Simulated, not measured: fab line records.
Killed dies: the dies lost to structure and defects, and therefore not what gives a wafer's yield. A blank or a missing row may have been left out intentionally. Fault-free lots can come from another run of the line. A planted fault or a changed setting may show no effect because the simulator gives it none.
fab line records -- flow sky130
[record] lots = 6, wafers = 18, last-day = 50
route steps=708 shown VIA1@482 METAL2@483 PAD_OPEN@708
lots that met no fault: taken from a fault-free run of the same line
start-h: hours from the record's opening day to when the first of the lot's shown wafers began -- wait-h: hours from the lot's prior step to this one -- " identical to the entry in the row above -- L1.1+2: a single row standing in for several wafers -- - value missing, or start not given -- * or withheld: withheld -- < > ~ a bound
route shown NAME@n: NAME is a module with steps in the file, n the number in the route of the first one -- usual: mean/standard deviation taken from wafers without a fault -- same: alike in all rows -- chamber/n: place in a boat -- sites: readings site by site -- _std_site: the values' standard deviation -- _edge_site: the outer-site mean with the inner-site mean subtracted -- radius-mm: for every site, how far away it sits from the centre of the wafer -- mask NAME#n: copy n -- behind: the last tool/chamber to shape the wafer -- hold: what put the lot on hold/how long, in hours/how the hold closed -- device: which transistor (n, p or np) failed to switch -- end of line: at the end of the route, the tests of the same wafers -- where a step has no rows: the recipe by itself -- killed: not the wafer's yield, but the dies lost to structure and defects at the first sort -- map: shows each die of a wafer: x if killed, . if not, _ if none is there
set.NAME: the setting as run; set.NAME@STEP: as run at that earlier step -- model.NAME: the simulator's own value behind a step, which no gauge read
a table for each step, a row for each wafer; lots at some steps of the route
services: the hour from which a tool's chamber was out of use, counted from the record's first day as start-h (under 0 if before that day), plus the number of hours and why
[[steps]]
[step SKY_VIA1_CMP_24]
[recipe] stop-on = SiO2, t-overpolish-s = 15, down-force-psi = 3.5, platen-rpm = 60, target-thk-nm = 0, pad-velocity-m-s = 0.94248
[step SKY_METAL2_SPUTTER_00]
[recipe] material = Ti, target-thk-nm = 15, power-w = 3000, time-s = 10, chamber-pressure-pa = 0.4
[usual] chamber-pressure-pa = 0.4001/0.00084, throttle-valve-pct = 30.2/1.3
lot.wafer,tool,chamber,start-h,wait-h,chamber-pressure-pa,throttle-valve-pct
L708.2,pvd-sputter-01,-,799.78,0.1,0.3997,27.6
L708.5,pvd-sputter-01,-,799.78,0.1,0.4001,31.6
L708.6,pvd-sputter-01,-,799.78,0.1,0.4000,29.6
L711.1,pvd-sputter-01,-,817.27,0.2,0.4012,27.6
L711.2,pvd-sputter-01,-,817.27,0.2,0.4007,29.6
L711.3,pvd-sputter-01,-,817.27,0.2,0.4010,31.6
L722.3,pvd-sputter-01,-,906.66,0.1,0.4002,29.8
L722.4,pvd-sputter-01,-,906.66,0.1,0.4007,31.2
L722.5,pvd-sputter-01,-,906.66,0.1,0.3997,31.1
L728.2,pvd-sputter-02,-,943.60,0.2,0.3990,31.1
L728.3,pvd-sputter-02,-,943.60,0.2,0.3990,32.2
L728.5,pvd-sputter-02,-,943.60,0.2,0.3993,32.1
L729.2,pvd-sputter-03,-,962.41,0.1,0.4000,28.5
L729.4,pvd-sputter-03,-,962.41,0.1,0.3992,31.4
L729.5,pvd-sputter-03,-,962.41,0.1,0.3996,29.8
L731.1,pvd-sputter-01,-,964.30,0.2,0.3998,29.8
L731.4,pvd-sputter-01,-,964.30,0.2,0.4002,31.8
L731.6,pvd-sputter-01,-,964.30,0.2,0.3991,31.3
[step SKY_METAL2_SPUTTER_01]
[recipe] material = TiN, target-thk-nm = 20, power-w = 6500, time-s = 16.7, chamber-pressure-pa = 0.4
[usual] chamber-pressure-pa = 0.4000/0.00075, throttle-valve-pct = 30.2/1.3
lot.wafer,tool,chamber,start-h,wait-h,chamber-pressure-pa,throttle-valve-pct
L708.2,pvd-sputter-01,-,799.81,0.0,0.4003,27.9
L708.5,pvd-sputter-01,-,799.81,0.0,0.4000,31.6
L708.6,pvd-sputter-01,-,799.81,0.0,0.4000,29.7
L711.1,pvd-sputter-01,-,817.29,0.0,0.3998,28.0
L711.2,pvd-sputter-01,-,817.29,0.0,0.3995,30.3
L711.3,pvd-sputter-01,-,817.29,0.0,0.3996,31.7
L722.3,pvd-sputter-01,-,906.69,0.0,0.3999,29.5
L722.4,pvd-sputter-01,-,906.69,0.0,0.3996,31.0
L722.5,pvd-sputter-01,-,906.69,0.0,0.4004,31.2
L728.2,pvd-sputter-02,-,943.62,0.0,0.3994,31.1
L728.3,pvd-sputter-02,-,943.62,0.0,0.4005,32.3
L728.5,pvd-sputter-02,-,943.62,0.0,0.4001,32.3
L729.2,pvd-sputter-03,-,962.43,0.0,0.4004,28.6
L729.4,pvd-sputter-03,-,962.43,0.0,0.4008,31.0
L729.5,pvd-sputter-03,-,962.43,0.0,0.3996,29.9
L731.1,pvd-sputter-01,-,964.32,0.0,0.4018,29.9
L731.4,pvd-sputter-01,-,964.32,0.0,0.3998,31.8
L731.6,pvd-sputter-01,-,964.32,0.0,0.3993,31.3
[step SKY_METAL2_SPUTTER_02]
[recipe] material = AlCu, target-thk-nm = 250, power-w = 10600, time-s = 13.3, chamber-pressure-pa = 0.4
[usual] chamber-pressure-pa = 0.3999/0.00077, throttle-valve-pct = 30.2/1.3
lot.wafer,tool,chamber,start-h,wait-h,chamber-pressure-pa,throttle-valve-pct
L708.2,pvd-sputter-01,-,799.83,0.0,0.3980,28.2
L708.5,pvd-sputter-01,-,799.83,0.0,0.3998,31.5
L708.6,pvd-sputter-01,-,799.83,0.0,0.4002,29.7
L711.1,pvd-sputter-01,-,817.32,0.0,0.3998,27.9
L711.2,pvd-sputter-01,-,817.32,0.0,0.4009,29.8
L711.3,pvd-sputter-01,-,817.32,0.0,0.4002,31.6
L722.3,pvd-sputter-01,-,906.71,0.0,0.4003,29.7
L722.4,pvd-sputter-01,-,906.71,0.0,0.3987,31.1
L722.5,pvd-sputter-01,-,906.71,0.0,0.3993,31.1
L728.2,pvd-sputter-02,-,943.65,0.0,0.3994,31.4
L728.3,pvd-sputter-02,-,943.65,0.0,0.4009,32.0
L728.5,pvd-sputter-02,-,943.65,0.0,0.4000,32.5
L729.2,pvd-sputter-03,-,962.46,0.0,0.4002,28.2
L729.4,pvd-sputter-03,-,962.46,0.0,0.4020,31.0
L729.5,pvd-sputter-03,-,962.46,0.0,0.4014,30.1
L731.1,pvd-sputter-01,-,964.34,0.0,0.3993,29.5
L731.4,pvd-sputter-01,-,964.34,0.0,0.3999,31.9
L731.6,pvd-sputter-01,-,964.34,0.0,0.3997,30.9
[step SKY_METAL2_SPUTTER_03]
[recipe] material = Ti, target-thk-nm = 5, power-w = 3000, time-s = 3.3, chamber-pressure-pa = 0.4
[usual] chamber-pressure-pa = 0.4001/0.0007, throttle-valve-pct = 30.2/1.3
lot.wafer,tool,chamber,start-h,wait-h,chamber-pressure-pa,throttle-valve-pct
L708.2,pvd-sputter-01,-,799.86,0.0,0.3999,27.6
L708.5,pvd-sputter-01,-,799.86,0.0,0.3995,31.9
L708.6,pvd-sputter-01,-,799.86,0.0,0.4011,29.7
L711.1,pvd-sputter-01,-,817.34,0.0,0.4007,27.9
L711.2,pvd-sputter-01,-,817.34,0.0,0.3998,29.6
L711.3,pvd-sputter-01,-,817.34,0.0,0.4011,31.4
L722.3,pvd-sputter-01,-,906.74,0.0,0.4006,29.9
L722.4,pvd-sputter-01,-,906.74,0.0,0.3998,31.2
L722.5,pvd-sputter-01,-,906.74,0.0,0.3993,31.0
L728.2,pvd-sputter-02,-,943.67,0.0,0.3996,31.3
L728.3,pvd-sputter-02,-,943.67,0.0,0.4000,32.1
L728.5,pvd-sputter-02,-,943.67,0.0,0.3997,32.2
L729.2,pvd-sputter-03,-,962.48,0.0,0.4015,28.6
L729.4,pvd-sputter-03,-,962.48,0.0,0.4002,31.2
L729.5,pvd-sputter-03,-,962.48,0.0,0.4001,30.0
L731.1,pvd-sputter-01,-,964.37,0.0,0.3994,29.9
L731.4,pvd-sputter-01,-,964.37,0.0,0.4006,31.7
L731.6,pvd-sputter-01,-,964.37,0.0,0.4010,31.2
[step SKY_METAL2_SPUTTER_04]
[recipe] material = TiN, target-thk-nm = 70, power-w = 6500, time-s = 61.14, chamber-pressure-pa = 0.4
[usual] chamber-pressure-pa = 0.4001/0.00081, throttle-valve-pct = 30.2/1.3
lot.wafer,tool,chamber,start-h,wait-h,chamber-pressure-pa,throttle-valve-pct
L708.2,pvd-sputter-01,-,799.87,0.0,0.3991,28.1
L708.5,pvd-sputter-01,-,799.87,0.0,0.4001,31.8
L708.6,pvd-sputter-01,-,799.87,0.0,0.4001,29.8
L711.1,pvd-sputter-01,-,817.36,0.0,0.4008,28.0
L711.2,pvd-sputter-01,-,817.36,0.0,0.3993,29.8
L711.3,pvd-sputter-01,-,817.36,0.0,0.3999,31.9
L722.3,pvd-sputter-01,-,906.75,0.0,0.3995,30.0
L722.4,pvd-sputter-01,-,906.75,0.0,0.3998,31.0
L722.5,pvd-sputter-01,-,906.75,0.0,0.4003,31.2
L728.2,pvd-sputter-02,-,943.69,0.0,0.4005,31.2
L728.3,pvd-sputter-02,-,943.69,0.0,0.4005,32.4
L728.5,pvd-sputter-02,-,943.69,0.0,0.4007,32.0
L729.2,pvd-sputter-03,-,962.50,0.0,0.4000,28.6
L729.4,pvd-sputter-03,-,962.50,0.0,0.4005,31.1
L729.5,pvd-sputter-03,-,962.50,0.0,0.3996,29.7
L731.1,pvd-sputter-01,-,964.39,0.0,0.3986,29.5
L731.4,pvd-sputter-01,-,964.39,0.0,0.4006,32.0
L731.6,pvd-sputter-01,-,964.39,0.0,0.4007,30.9
[step SKY_METAL2_RS_MEAS_05]
[recipe] thk-meas-gauge = four-point-probe, reads = TiN_of_METAL2_SPUTTER_04+Ti_of_METAL2_SPUTTER_03+AlCu_of_METAL2_SPUTTER_02+TiN_of_METAL2_SPUTTER_01+Ti_of_METAL2_SPUTTER_00
[usual] METAL2_ALCU_RS = 0.1266/0.0013
lot.wafer,tool,chamber,start-h,wait-h,METAL2_ALCU_RS[ohm/sq]
L708.2,film-metro-01,-,799.94,0.0,0.1270
L708.5,film-metro-01,-,799.94,0.0,0.1264
L708.6,film-metro-01,-,799.94,0.0,0.1270
L711.1,film-metro-02,-,817.41,0.0,0.1270
L711.2,film-metro-02,-,817.41,0.0,0.1262
L711.3,film-metro-02,-,817.41,0.0,0.1254
L722.3,film-metro-01,-,906.84,0.1,0.1287
L722.4,film-metro-01,-,906.84,0.1,0.1286
L722.5,film-metro-01,-,906.84,0.1,0.1297
L728.2,film-metro-04,-,943.76,0.0,0.1253
L728.3,film-metro-04,-,943.76,0.0,0.1268
L728.5,film-metro-04,-,943.76,0.0,0.1273
L729.2,film-metro-04,-,962.57,0.0,0.1258
L729.4,film-metro-04,-,962.57,0.0,0.1251
L729.5,film-metro-04,-,962.57,0.0,0.1247
L731.1,film-metro-02,-,964.44,0.0,0.1274
L731.4,film-metro-02,-,964.44,0.0,0.1261
L731.6,film-metro-02,-,964.44,0.0,0.1280
[step SKY_METAL2_THK_MEAS_06]
[recipe] thk-meas-gauge = xrf, reads = AlCu_of_METAL2_SPUTTER_02
[usual] METAL2_ALCU_THK = 249.7/2.7
lot.wafer,tool,chamber,start-h,wait-h,METAL2_ALCU_THK[nm]
L708.2,film-metro-01,-,800.05,0.1,250.2
L708.5,film-metro-01,-,800.05,0.1,248.6
L708.6,film-metro-01,-,800.05,0.1,248.6
L711.1,film-metro-02,-,817.53,0.1,248.0
L711.2,film-metro-02,-,817.53,0.1,250.5
L711.3,film-metro-02,-,817.53,0.1,252.6
L722.3,film-metro-01,-,906.94,0.1,246.7
L722.4,film-metro-01,-,906.94,0.1,245.1
L722.5,film-metro-01,-,906.94,0.1,244.5
L728.2,film-metro-04,-,943.87,0.1,251.9
L728.3,film-metro-04,-,943.87,0.1,249.1
L728.5,film-metro-04,-,943.87,0.1,247.5
L729.2,film-metro-04,-,962.68,0.1,252.0
L729.4,film-metro-04,-,962.68,0.1,252.3
L729.5,film-metro-04,-,962.68,0.1,254.5
L731.1,film-metro-02,-,964.56,0.1,247.9
L731.4,film-metro-02,-,964.56,0.1,251.9
L731.6,film-metro-02,-,964.56,0.1,247.2
[step SKY_METAL2_DEHYDRATE_07]
[recipe] temp-c = 200, time-s = 60
[step SKY_METAL2_HMDS_08]
[recipe] prime-time-s = 60, prime-temp-c = 120
[step SKY_METAL2_COAT_09]
[recipe] resist = BARC, temp-c = withheld, time-s = withheld, spin-rpm = 3000, resist-thk-nm = 60
[step SKY_METAL2_COAT_10]
[recipe] resist = KrF-thick, spin-rpm = 3000, resist-thk-nm = 450
[step SKY_METAL2_SOFTBAKE_11]
[recipe] temp-c = 100, time-s = 90, resist = KrF-thick
[usual] heater-power-total-W = 57.35/0.11, plate-temp-C = 100.02/0.12
lot.wafer,tool,chamber,start-h,wait-h,heater-power-total-W,plate-temp-C
L708.2,litho-track-04,0,813,-,57.32,100.33
L708.5,litho-track-04,0,813,-,57.52,100.13
L708.6,litho-track-04,0,813,-,57.23,100.21
L711.1,litho-track-03,0,831,-,57.30,100.07
L711.2,litho-track-03,0,831,-,57.48,100.00
L711.3,litho-track-03,0,831,-,57.23,99.88
L722.3,litho-track-03,0,919,-,57.42,99.91
L722.4,litho-track-03,0,919,-,57.38,100.09
L722.5,litho-track-03,0,919,-,57.45,100.07
L728.2,litho-track-03,0,955,-,56.73,99.00
L728.3,litho-track-03,0,955,-,56.79,99.15
L728.5,litho-track-03,0,955,-,56.65,99.09
L729.2,litho-track-03,0,974,-,56.76,99.06
L729.4,litho-track-03,0,974,-,56.73,99.09
L729.5,litho-track-03,0,974,-,56.55,99.01
L731.1,litho-track-04,0,976,-,57.49,99.97
L731.4,litho-track-04,0,976,-,57.34,100.10
L731.6,litho-track-04,0,976,-,57.37,100.04
[step SKY_METAL2_EXPOSE_12]
[recipe] mask-id = MM2, na = 0.8, source-shape = annular, sigma-inner = 0.55, sigma-outer = 0.85, target-cd-nm = 140, dose-mj = 28.6
[step SKY_PAD_OPEN_PROBE_99]
[usual] defect-limited-yield = 82.5/1.8, killed_at_M0_to_M3 = 43/6.6, killed_at_M4_up = 2.9/1.8, killed-at-contacts = 25/5.3, killed-at-front-end = 15/4.1, killed-at-other = 0.3/0.6, killed-dies = 86/8.8, killed-open = 47/6.7, killed-short = 39/6.2, sort_bin_3_pad_short = 0.9/0.44, sort_bin_5_function = 10.3/1.6, sort_bin_6_memory = 6.3/1, sort-n-pass = 406/8.8, sort-yield-pct = 82.5/1.8
[same] gross-dies = 492, killed-at-back-side = 0, sort_bin_4_leakage[%] = 0, sort_bin_8_speed[%] = 0
lot.wafer,tool,chamber,start-h,wait-h,defect-limited-yield[%],killed_at_M0_to_M3,killed_at_M4_up,killed-at-contacts,killed-at-front-end,killed-at-other,killed-dies,killed-open,killed-short,sort_bin_3_pad_short[%],sort_bin_5_function[%],sort_bin_6_memory[%],sort-n-pass,sort-yield-pct[%]
L711.1,prober-02,-,1094.80,0.1,84.3,45,1,20,11,0,77,45,32,0.2,9.3,6.1,415,84.3
L711.2,prober-02,-,1094.85,0.1,78.7,43,0,30,31,1,105,53,52,1.2,14.2,5.9,387,78.7
L711.3,prober-02,-,1094.90,0.2,81.5,43,5,26,17,0,91,53,38,1.0,10.0,7.5,401,81.5
L722.3,prober-02,-,1163.39,0.2,82.1,42,4,23,19,0,88,41,47,2.0,7.9,7.9,404,82.1
L722.4,prober-02,-,1163.44,0.2,83.7,39,4,26,11,0,80,42,38,0.2,10.2,5.9,412,83.7
L722.5,prober-02,-,1163.49,0.2,82.7,41,5,26,13,0,85,53,31,0.6,9.1,7.5,407,82.7
L728.2,prober-02,-,1187.33,0.1,82.7,35,3,29,17,1,85,50,35,0.6,9.1,7.5,407,82.7
L728.3,prober-02,-,1187.38,0.2,79.7,50,3,26,20,1,100,54,46,0.4,12.6,7.3,392,79.7
L728.5,prober-02,-,1187.48,0.2,79.9,54,4,27,13,1,99,52,47,0.2,13.0,6.9,393,79.9
L729.2,prober-01,-,1199.14,0.1,82.3,41,0,33,11,2,87,45,41,1.8,9.3,6.5,405,82.3
L729.4,prober-01,-,1199.24,0.2,83.9,43,2,26,7,1,79,38,40,0.6,9.8,5.7,413,83.9
L729.5,prober-01,-,1199.29,0.2,80.3,45,3,29,19,1,97,58,38,1.0,11.8,6.9,395,80.3
L731.1,prober-01,-,1201.15,0.1,82.3,40,1,23,23,0,87,50,37,0.6,11.2,5.9,405,82.3
L731.4,prober-01,-,1201.30,0.2,78.5,49,3,34,20,0,106,58,47,1.2,14.0,6.3,386,78.5
L731.6,prober-01,-,1201.40,0.2,82.7,47,1,14,23,0,85,47,38,0.8,10.0,6.5,407,82.7
// killed by level:class
L711.1 VIA1:geometric-particle:open=16 CONTACT:geometric-particle:open=10 METAL1:geometric-particle:short=8 LI_CONTACT:geometric-particle:open=5 POLY_GATE:geometric-particle:short=4 METAL2:geometric-particle:short=4 VIA1:geometric-particle:short=4 VIA3:geometric-particle:open=4
L711.2 POLY_GATE:geometric-particle:short=11 VIA1:geometric-particle:open=10 LI_CONTACT:geometric-particle:open=9 CONTACT:geometric-particle:open=9 LOCAL_INTERCONNECT:geometric-particle:short=7 METAL1:geometric-particle:short=7 FIELD_ISO:geometric-particle:open=6 FIELD_ISO:geometric-particle:short=5
L711.3 VIA1:geometric-particle:open=13 CONTACT:geometric-particle:open=11 METAL1:geometric-particle:short=8 VIA1:geometric-particle:short=6 FIELD_ISO:geometric-particle:open=5 LI_CONTACT:geometric-particle:open=5 POLY_GATE:geometric-particle:open=4 LI_CONTACT:geometric-particle:short=4
L722.3 VIA1:geometric-particle:open=8 CONTACT:geometric-particle:short=8 POLY_GATE:geometric-particle:short=7 VIA3:geometric-particle:open=7 LOCAL_INTERCONNECT:geometric-particle:short=5 CONTACT:geometric-particle:open=5 VIA3:geometric-particle:short=5 FIELD_ISO:geometric-particle:short=4
L722.4 CONTACT:geometric-particle:open=12 POLY_GATE:geometric-particle:open=6 CONTACT:geometric-particle:short=6 VIA2:geometric-particle:open=6 VIA1:geometric-particle:open=6 METAL2:geometric-particle:short=6 VIA3:geometric-particle:open=6 METAL1:geometric-particle:short=5
L722.5 VIA1:geometric-particle:open=11 LI_CONTACT:geometric-particle:open=10 CONTACT:geometric-particle:open=8 METAL1:geometric-particle:short=5 VIA2:geometric-particle:open=5 FIELD_ISO:geometric-particle:open=4 CONTACT:geometric-particle:short=4 METAL2:geometric-particle:short=4
L728.2 CONTACT:geometric-particle:open=13 VIA3:geometric-particle:open=7 VIA1:geometric-particle:open=7 CONTACT:geometric-particle:short=7 LI_CONTACT:geometric-particle:open=6 POLY_GATE:geometric-particle:short=4 POLY_GATE:geometric-particle:open=4 VIA1:geometric-particle:short=4
L728.3 CONTACT:geometric-particle:open=9 VIA1:geometric-particle:open=9 FIELD_ISO:geometric-particle:short=8 LI_CONTACT:geometric-particle:open=8 VIA1:geometric-particle:short=7 FIELD_ISO:geometric-particle:open=6 VIA3:geometric-particle:short=6 VIA3:geometric-particle:open=6
L728.5 VIA2:geometric-particle:open=10 VIA1:geometric-particle:open=10 LI_CONTACT:geometric-particle:open=9 METAL2:geometric-particle:short=6 LOCAL_INTERCONNECT:geometric-particle:short=5 CONTACT:geometric-particle:open=5 CONTACT:geometric-particle:short=5 VIA2:geometric-particle:short=5
L729.2 LOCAL_INTERCONNECT:geometric-particle:short=9 CONTACT:geometric-particle:open=9 VIA1:geometric-particle:open=9 VIA2:geometric-particle:open=8 METAL2:geometric-particle:short=7 LI_CONTACT:geometric-particle:open=5 CONTACT:geometric-particle:short=5 VIA1:geometric-particle:short=5
L729.4 VIA1:geometric-particle:open=10 CONTACT:geometric-particle:open=9 METAL2:geometric-particle:short=9 VIA1:geometric-particle:short=7 LI_CONTACT:geometric-particle:open=6 LOCAL_INTERCONNECT:geometric-particle:short=5 CONTACT:geometric-particle:short=5 VIA3:geometric-particle:open=4
L729.5 VIA1:geometric-particle:open=12 LI_CONTACT:geometric-particle:open=11 CONTACT:geometric-particle:open=10 VIA2:geometric-particle:open=8 POLY_GATE:geometric-particle:short=5 METAL1:geometric-particle:short=5 FIELD_ISO:geometric-particle:open=4 LOCAL_INTERCONNECT:geometric-particle:short=4
L731.1 VIA1:geometric-particle:open=11 VIA2:geometric-particle:open=10 CONTACT:geometric-particle:open=8 METAL1:geometric-particle:short=7 FIELD_ISO:geometric-particle:short=6 FIELD_ISO:geometric-particle:open=6 CONTACT:geometric-particle:short=6 POLY_GATE:geometric-particle:open=5
L731.4 VIA1:geometric-particle:open=13 CONTACT:geometric-particle:open=12 METAL2:geometric-particle:short=10 VIA3:geometric-particle:open=9 CONTACT:geometric-particle:short=9 LI_CONTACT:geometric-particle:open=6 VIA1:geometric-particle:short=6 POLY_GATE:geometric-particle:short=5
L731.6 VIA2:geometric-particle:open=8 VIA1:geometric-particle:open=8 FIELD_ISO:geometric-particle:open=7 CONTACT:geometric-particle:open=7 METAL1:geometric-particle:short=6 VIA1:geometric-particle:short=6 METAL2:geometric-particle:short=6 FIELD_ISO:geometric-particle:short=4
[[services]]
tool,chamber,start-h,hours,kind
pvd-sputter-03,-,804.38,1.4,repair
pvd-sputter-02,-,852.24,1.9,repair
pvd-sputter-01,-,865.53,0.6,repair
pvd-sputter-01,-,890.58,10.3,repair
pvd-sputter-03,-,905.76,5.1,repair
pvd-sputter-01,-,925.37,2.8,repair
pvd-sputter-02,-,964.56,1.4,repair
[[key]]
[first-sign] step = SKY_METAL2_SOFTBAKE_11, reading = plate-temp-C, direction = down, sigmas = 7.6, usual = *, struck = *
[effect] step = SKY_METAL2_SOFTBAKE_11, reading = heater-power-total-W, direction = down, sigmas = 5.7, usual = *, struck = *
met-at SKY_METAL2_SOFTBAKE_11
struck-wafers L728.2,L728.3,L728.5,L729.2,L729.4,L729.5
[loop-trim] step = SKY_METAL2_EXPOSE_12, setting = dose, lots = L729
onset-between 919 955
[fault] kind = process-parameter-drift, tool = litho-track-03, chamber = -, onset-h = 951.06, steps = SKY_METAL2_SOFTBAKE_11, channel = temp-c, offset = *, shape = step, end-h = 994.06, acts-in = *, stated = *
// loop-trim: a control loop set the setting to another value than it would have without faults
